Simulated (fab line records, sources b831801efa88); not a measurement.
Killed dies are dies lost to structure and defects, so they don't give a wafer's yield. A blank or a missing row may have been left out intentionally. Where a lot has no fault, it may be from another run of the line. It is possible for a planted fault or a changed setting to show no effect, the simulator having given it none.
One fault seen from 2 desks | flow gf180mcu | each desk holds nothing but its own numbers, with what lay behind them at the end

== FOR THE TOOL OWNER'S DESK: rie-metal-03 ==
The tool's own readings at GF_M5_METAL_ETCH_10 (etches the open film in Cl2/BCl3, stops on SiO2, target depth 750.8 nm, time 125.1 s): means of the sampled wafers that have a number, for each lot that ran on this tool. A lot is out of limits, marked OUT, if its mean lies more than 4 standard deviations from the usual mean; the brackets give that distance.
Columns: A = drypump-motor-current-A at GF_M5_METAL_ETCH_10, usual 5.83 A; B = oes-product-au at GF_M5_METAL_ETCH_10, usual 0.990 a.u.; C = throttle-valve-pct at GF_M5_METAL_ETCH_10, usual 28.229 %
lot  | first seen here | A    | B               | C
L378 | day 26 08:49    | 6.07 | 0.987           | 28.227
L379 | day 26 12:32    | 5.97 | 0.993           | 28.225
L381 | day 27 23:11    | 6.10 | 0.987           | 28.227
L382 | day 28 01:29    | 5.95 | 0.893 (-19) OUT | 28.342 (+12) OUT
L384 | day 28 05:06    | 5.94 | 0.890 (-19) OUT | 28.342 (+12) OUT
L385 | day 29 00:02    | 6.20 | 0.845 (-28) OUT | 28.378 (+16) OUT
L396 | day 31 23:38    | 6.08 | 0.990           | 28.239
L395 | day 32 04:58    | 5.94 | 0.992           | 28.231
L399 | day 32 11:34    | 6.10 | 0.992           | 28.225
L401 | day 33 02:11    | 6.10 | 0.993           | 28.225
This desk finds L382, L384, L385 out of limits, L382 being first, at day 28 01:29 (oes-product-au at GF_M5_METAL_ETCH_10). Within limits: L378, L379, L381, L396, L395, L399, L401.

== METROLOGY DESK ==
What the gauges read, lot by lot, whatever tool the lot ran on: means of the sampled wafers that have a number. A lot is out of limits, marked OUT, if its mean lies more than 4 standard deviations from the usual mean; the brackets give that distance.
Columns: A = cd-nm at GF_V5_CD_MEAS_14, usual 260.2 nm
lot  | first seen here | A
L378 | day 27 07:01    | 259.9
L379 | day 27 10:14    | 260.4
L381 | day 28 19:57    | 261.4
L382 | day 28 22:37    | 260.5
L384 | day 29 01:51    | 260.1
L385 | day 29 20:23    | 259.6
L391 | day 31 09:38    | 260.2
L392 | day 31 14:07    | 260.1
L396 | day 32 17:06    | 260.3
L395 | day 32 23:07    | 260.0
L397 | day 32 23:39    | 260.3
L398 | day 33 02:31    | 259.7
L399 | day 33 05:37    | 260.4
L400 | day 33 10:03    | 260.5
L401 | day 33 19:16    | 259.8
Result from this desk: across the 15 lots, nothing is out of limits.

== PUT TOGETHER ==
At day 28 01:29, on L382, L384, L385, the tool owner's desk was in a position to raise an alarm.
Nothing out of limits was seen by the metrology desk.
The metrology desk holds a record of L382, L384, L385, inside its limits.
The lots listed all ran GF_M5_METAL_ETCH_10 on rie-metal-03.

== WHAT HAD BEEN PUT IN BY THE SIMULATOR ==
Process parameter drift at GF_M5_METAL_ETCH_10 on rie-metal-03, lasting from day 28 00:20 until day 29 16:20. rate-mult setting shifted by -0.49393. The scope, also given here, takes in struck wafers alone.
Struck lots among those shown: L382, L384, L385.
Time in hours from fault onset to the first out-of-limits reading at each desk: the tool owner's desk, 1.
